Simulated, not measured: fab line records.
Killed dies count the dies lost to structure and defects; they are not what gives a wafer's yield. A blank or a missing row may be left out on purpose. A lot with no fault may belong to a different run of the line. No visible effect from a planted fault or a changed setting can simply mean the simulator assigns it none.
One fault through the eyes of 2 desks ; flow gf180mcu ; each desk holds nothing but its own numbers, with what lay behind them at the end

== TOOL OWNER'S DESK, implanter-03 ==
For each lot that ran on this tool, the mean over its sampled wafers that have a number, from the tool's own readings at GF_PSD_IMPLANT_09. If a lot's mean is further than 4 standard deviations from the usual mean, the lot is out of limits and carries the mark OUT (the distance appears in the brackets).
Columns: A = beam energy keV at GF_PSD_IMPLANT_09, usual 40.001
lot;first seen here;A
L241;day 14 13:46;39.997
L243;day 15 04:19;39.991
L251;day 18 09:40;40.019
L257;day 20 09:31;42.492 (+99 or more) OUT
L258;day 20 14:19;42.509 (+99 or more) OUT
Finding of this desk: L257, L258 out of limits; the first was L257 at day 20 09:31, on beam energy keV at GF_PSD_IMPLANT_09. In limits: L241, L243, L251.

== METROLOGY DESK ==
What the gauges read for every lot (on any tool): the sampled wafers with a number, averaged. If a lot's mean is further than 4 standard deviations from the usual mean, the lot is out of limits and carries the mark OUT (the distance appears in the brackets).
Columns: A = NSD_OVL at GF_NSD_OVL_MEAS_08, usual -0.8 nm; B = PSD_OVL at GF_PSD_OVL_MEAS_08, usual -0.3 nm; C = PSD_RS at GF_PSD_RS_MEAS_15, usual 108.5 ohm/sq; D = SALICIDE_TIN_THK at GF_SALICIDE_THK_MEAS_05, usual 20.06 nm
lot;first seen here;A;B;C;D
L240;day 13 08:04;-1.0;0.6;108.3;20.24
L241;day 13 16:02;-0.6;0.0;108.9;19.82
L243;day 14 06:04;-2.3;-1.1;108.5;19.90
L246;day 15 08:35;0.3;-2.9;109.1;20.26
L247;day 15 17:29;-0.0;-0.3;108.7;20.39
L251;day 17 09:52;-1.2;1.1;108.7;20.17
L254;day 18 04:17;0.0;-0.7;108.6;19.96
L257;day 19 09:01;-1.2;-0.4;105.2 (-11) OUT;20.25
L258;day 19 14:13;-1.6;0.5;105.6 (-9.6) OUT;20.22
L261;day 20 11:08;-2.6;-1.2;108.4;20.04
L262;day 20 19:32;-2.0;-0.5;108.4;20.41
L263;day 21 06:52;-0.7;-1.4;108.7;20.15
This desk's finding: out of limits on L257, L258; first on L257, day 20 10:04 (PSD_RS at GF_PSD_RS_MEAS_15). In limits: L240, L241, L243, L246, L247, L251, L254, L261, L262, L263.

== PUT TOGETHER ==
An alarm could have come from the tool owner's desk at day 20 09:31, on L257, L258.
At day 20 10:04 the metrology desk could have sounded an alarm, on L257, L258.
All the named lots went through GF_PSD_IMPLANT_09 on implanter-03.

== WHAT THE SIMULATOR HAD INSERTED ==
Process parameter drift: implanter-03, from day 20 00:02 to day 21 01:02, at GF_PSD_IMPLANT_09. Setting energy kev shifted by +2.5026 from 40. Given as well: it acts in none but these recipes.
Lots struck among those shown: L257, L258.
Time in hours from fault onset to the first out-of-limits reading at each desk: tool owner's desk 9, metrology desk 10.
